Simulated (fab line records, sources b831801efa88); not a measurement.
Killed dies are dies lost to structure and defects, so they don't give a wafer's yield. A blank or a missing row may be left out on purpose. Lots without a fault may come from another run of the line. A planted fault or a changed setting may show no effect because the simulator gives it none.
Tool commonality check | flow gf180mcu | 10 lots, 36 wafers sampled

WHY IT WAS OPENED
At GF_HV_LDD_TW_MEAS_38 the reading HV_LDD_3_TW is flagged on 2 of 10 lots. Wafers without a fault read 1435, standard deviation 12.
Rule: a lot is flagged when every wafer of it that has a number lies more than 4 standard deviations from that mean, or none has a number. The other lots count as sound.

lot  | measured     | on            | HV_LDD_3_TW, wafer by wafer | flag
L395 | day 11 14:01 | film_metro-04 | 1432 1432 1431              |
L397 | day 12 05:51 | film_metro-01 | 1438 1435 1439              |
L399 | day 12 19:10 | film_metro-04 | 1439 1444 1446              |
L402 | day 13 20:51 | film_metro-01 | 1438 1445 1435              |
L403 | day 14 07:19 | film_metro-03 | 1407 1419 1416              |
L407 | day 15 13:54 | film_metro-01 | 1432 1431 1433              |
L415 | day 18 07:44 | film_metro-04 | 1448 1451 1447              |
L416 | day 18 15:20 | film_metro-01 | 30 30 30 30 30 30           | FLAGGED
L417 | day 18 21:39 | film_metro-04 | 30 30 30 30 30 30           | FLAGGED
L418 | day 19 01:26 | film_metro-04 | 1440 1435 1441              |
The numbers of the flagged lots are 30 on average: -1405 against the usual, or -99 or more standard deviations.

WHICH TOOL RAN EACH LOT
The record holds 4 process steps before the reading, out of a route of 602 steps. In each cell: the tool, then ch and the chambers that the sampled wafers went through, then the start.
lot  | flag    | GF_DUAL_GATE_STRIP_13                | GF_POLY_GATE_STRIP_14                | GF_HV_LDD_STRIP_22                   | GF_HV_LDD_STRIP_37
L395 |         | plasma_asher-01 ch 0,1, day 8 08:47  | plasma_asher-01 ch 1, day 9 05:11    | plasma_asher-01 ch 0,1, day 10 18:16 | plasma_asher-03 ch 0,1, day 11 13:55
L397 |         | plasma_asher-02 ch 0,1, day 8 22:16  | plasma_asher-04 ch 0,1, day 9 19:26  | plasma_asher-01 ch 0,1, day 11 09:23 | plasma_asher-01 ch 0,1, day 12 05:46
L399 |         | plasma_asher-01 ch 0,1, day 9 09:16  | plasma_asher-02 ch 0, day 10 06:09   | plasma_asher-04 ch 0,1, day 11 23:38 | plasma_asher-04 ch 0,1, day 12 19:04
L402 |         | plasma_asher-02 ch 0, day 10 07:29   | plasma_asher-04 ch 0,1, day 11 07:24 | plasma_asher-03 ch 0,1, day 13 00:46 | plasma_asher-01 ch 0, day 13 20:45
L403 |         | plasma_asher-01 ch 0,1, day 10 20:21 | plasma_asher-02 ch 0,1, day 11 18:55 | plasma_asher-04 ch 0,1, day 13 11:48 | plasma_asher-03 ch 0,1, day 14 07:13
L407 |         | plasma_asher-01 ch 0,1, day 11 21:32 | plasma_asher-02 ch 0,1, day 12 21:21 | plasma_asher-04 ch 0,1, day 14 15:53 | plasma_asher-04 ch 0,1, day 15 13:49
L415 |         | plasma_asher-02 ch 0,1, day 14 06:45 | plasma_asher-01 ch 0,1, day 15 07:57 | plasma_asher-01 ch 0,1, day 17 07:23 | plasma_asher-01 ch 0,1, day 18 07:38
L416 | FLAGGED | plasma_asher-01 ch 0,1, day 14 13:17 | plasma_asher-04 ch 0,1, day 15 16:40 | plasma_asher-04 ch 0,1, day 17 15:00 | plasma_asher-03 ch 0,1, day 18 15:14
L417 | FLAGGED | plasma_asher-03 ch 0, day 14 21:10   | plasma_asher-04 ch 0, day 15 22:24   | plasma_asher-04 ch 0,1, day 17 21:32 | plasma_asher-04 ch 0, day 18 21:32
L418 |         | plasma_asher-01 ch 0,1, day 14 21:40 | plasma_asher-04 ch 0,1, day 16 00:53 | plasma_asher-03 ch 0,1, day 18 01:40 | plasma_asher-03 ch 0,1, day 19 01:20
What these steps do:
- GF_DUAL_GATE_STRIP_13: strips in O2/N2.
- GF_POLY_GATE_STRIP_14: strips in O2/N2.
- GF_HV_LDD_STRIP_22: strips in O2/N2.
- GF_HV_LDD_STRIP_37: strips in O2/N2.
- GF_HV_LDD_TW_MEAS_38

FLAGGED OVER TOTAL, TOOL BY TOOL (the gauges that took the reading come last)
step                  | tool            | lots run | flagged | share of the flagged lots | sound lots run after its first flagged lot
GF_DUAL_GATE_STRIP_13 | plasma_asher-01 | 6        | 1       | some                      | 1 (L418)
GF_DUAL_GATE_STRIP_13 | plasma_asher-02 | 3        | 0       | none                      | -
GF_DUAL_GATE_STRIP_13 | plasma_asher-03 | 1        | 1       | some                      | 0
GF_POLY_GATE_STRIP_14 | plasma_asher-01 | 2        | 0       | none                      | -
GF_POLY_GATE_STRIP_14 | plasma_asher-02 | 3        | 0       | none                      | -
GF_POLY_GATE_STRIP_14 | plasma_asher-04 | 5        | 2       | all                       | 1 (L418)
GF_HV_LDD_STRIP_22    | plasma_asher-01 | 3        | 0       | none                      | -
GF_HV_LDD_STRIP_22    | plasma_asher-03 | 2        | 0       | none                      | -
GF_HV_LDD_STRIP_22    | plasma_asher-04 | 5        | 2       | all                       | 0
GF_HV_LDD_STRIP_37    | plasma_asher-01 | 3        | 0       | none                      | -
GF_HV_LDD_STRIP_37    | plasma_asher-03 | 4        | 1       | some                      | 1 (L418)
GF_HV_LDD_STRIP_37    | plasma_asher-04 | 3        | 1       | some                      | 0
GF_HV_LDD_TW_MEAS_38  | film_metro-01   | 4        | 1       | some                      | 0
GF_HV_LDD_TW_MEAS_38  | film_metro-03   | 1        | 0       | none                      | -
GF_HV_LDD_TW_MEAS_38  | film_metro-04   | 5        | 1       | some                      | 1 (L418)

WHAT THE TABLE ALLOWS
2 rows of the table ran every flagged lot: plasma_asher-04 at GF_POLY_GATE_STRIP_14, plasma_asher-04 at GF_HV_LDD_STRIP_22.
- plasma_asher-04 at GF_POLY_GATE_STRIP_14: 2 of its 5 lots flagged. Sound lots ran on it after the first flagged one (L418), which a lasting fault on the whole tool wouldn't allow.
- plasma_asher-04 at GF_HV_LDD_STRIP_22: 2 of its 5 lots flagged. Its last sound lot is L407 (day 14 15:53), its first flagged lot L416 (day 17 15:00): a fault that began between those two fits. On the flagged lots its readings are blank where sound lots have values: chamber_pressure_mTorr, drypump_motor_current_A, heater_power_w, oes_product_au and 2 more.
One tool is left: plasma_asher-04 at GF_HV_LDD_STRIP_22.

WHAT THE SIMULATOR HAD PUT IN
Skipped step whole: plasma_asher-04, from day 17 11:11 on, at GF_HV_LDD_STRIP_22. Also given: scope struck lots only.
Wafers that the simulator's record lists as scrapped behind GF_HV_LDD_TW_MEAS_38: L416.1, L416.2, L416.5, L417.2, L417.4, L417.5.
Lots struck among those shown: L416, L417. The rule above found the same.
